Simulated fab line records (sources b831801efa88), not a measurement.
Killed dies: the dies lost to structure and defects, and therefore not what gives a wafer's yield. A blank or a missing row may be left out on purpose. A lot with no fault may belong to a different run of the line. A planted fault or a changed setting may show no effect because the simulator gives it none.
Which tool did it? :: flow sky130 :: 12 lots, 36 wafers sampled, at 2 steps of a route of 708

## WHAT THE GAUGES SHOWED, per wafer
SKY_POLY_GATE_THK_MEAS_04.
lot: L075
measured: day 15 19:22
on: film metro-04
POLY_GATE_CVD_03_THK (nm): 74.8 74.6 74.2

lot: L077
measured: day 16 15:25
on: film metro-01
POLY_GATE_CVD_03_THK (nm): 74.6 75.2 74.4

lot: L079
measured: day 17 12:56
on: film metro-01
POLY_GATE_CVD_03_THK (nm): 73.8 74.3 74.2

lot: L081
measured: day 17 20:10
on: film metro-03
POLY_GATE_CVD_03_THK (nm): 75.1 74.6 74.9

lot: L083
measured: day 18 15:07
on: film metro-03
POLY_GATE_CVD_03_THK (nm): 74.7 75.2 74.9

lot: L085
measured: day 19 06:40
on: film metro-01
POLY_GATE_CVD_03_THK (nm): 75.8 75.6 75.2

lot: L087
measured: day 19 23:43
on: film metro-04
POLY_GATE_CVD_03_THK (nm): 76.1 75.4 75.5

lot: L089
measured: day 20 18:04
on: film metro-01
POLY_GATE_CVD_03_THK (nm): 74.7 75.1 74.8

lot: L092
measured: day 21 21:08
on: film metro-01
POLY_GATE_CVD_03_THK (nm): 75.6 75.3 74.6

lot: L093
measured: day 22 05:04
on: film metro-04
POLY_GATE_CVD_03_THK (nm): 75.3 75.2 75.2

lot: L096
measured: day 23 05:52
on: film metro-01
POLY_GATE_CVD_03_THK (nm): 74.8 74.4 74.7

lot: L097
measured: day 24 01:19
on: film metro-01
POLY_GATE_CVD_03_THK (nm): 75.1 74.7 74.1

## EACH LOT AND THE TOOL THAT RAN IT (in order: tool; ch and the chambers of the sampled wafers; start)
lot: L075
SKY_NWELL_STRIP_25: plasma asher-03 ch 0,1, day 5 18:19

lot: L077
SKY_NWELL_STRIP_25: plasma asher-01 ch 0,1, day 6 08:12

lot: L079
SKY_NWELL_STRIP_25: plasma asher-01 ch 0,1, day 6 16:00

lot: L081
SKY_NWELL_STRIP_25: plasma asher-03 ch 0,1, day 7 00:21

lot: L083
SKY_NWELL_STRIP_25: plasma asher-04 ch 1, day 7 15:02

lot: L085
SKY_NWELL_STRIP_25: plasma asher-03 ch 0,1, day 8 00:44

lot: L087
SKY_NWELL_STRIP_25: plasma asher-04 ch 0,1, day 8 12:49

lot: L089
SKY_NWELL_STRIP_25: plasma asher-01 ch 0,1, day 9 02:47

lot: L092
SKY_NWELL_STRIP_25: plasma asher-03 ch 0,1, day 9 23:07

lot: L093
SKY_NWELL_STRIP_25: plasma asher-03 ch 0,1, day 10 03:56

lot: L096
SKY_NWELL_STRIP_25: plasma asher-03 ch 0,1, day 11 00:21

lot: L097
SKY_NWELL_STRIP_25: plasma asher-04 ch 0,1, day 11 13:08
- SKY_NWELL_STRIP_25: strips in O2/N2.

## THE ANSWER, worked out from the rows above alone
Rule: the usual values come from the lots themselves. Put in order of their means at a reading, lots are off if they are a third of the lots or fewer, leave a main group of 4 or more, and stand apart from it by a gap of 3 or more times the standard deviation of the main group's means; of several such gaps the widest counts. The tables above print the reading to a certain number of digits; a main group whose means all agree to those digits is not used. A lot without any number at a reading at which 4 lots or more have one is off too. The other lots that the step has rows for count as sound.
Across all readings shown, no lot is off: no conclusion can be drawn from this.

## WHAT THE SIMULATOR HAD INSERTED
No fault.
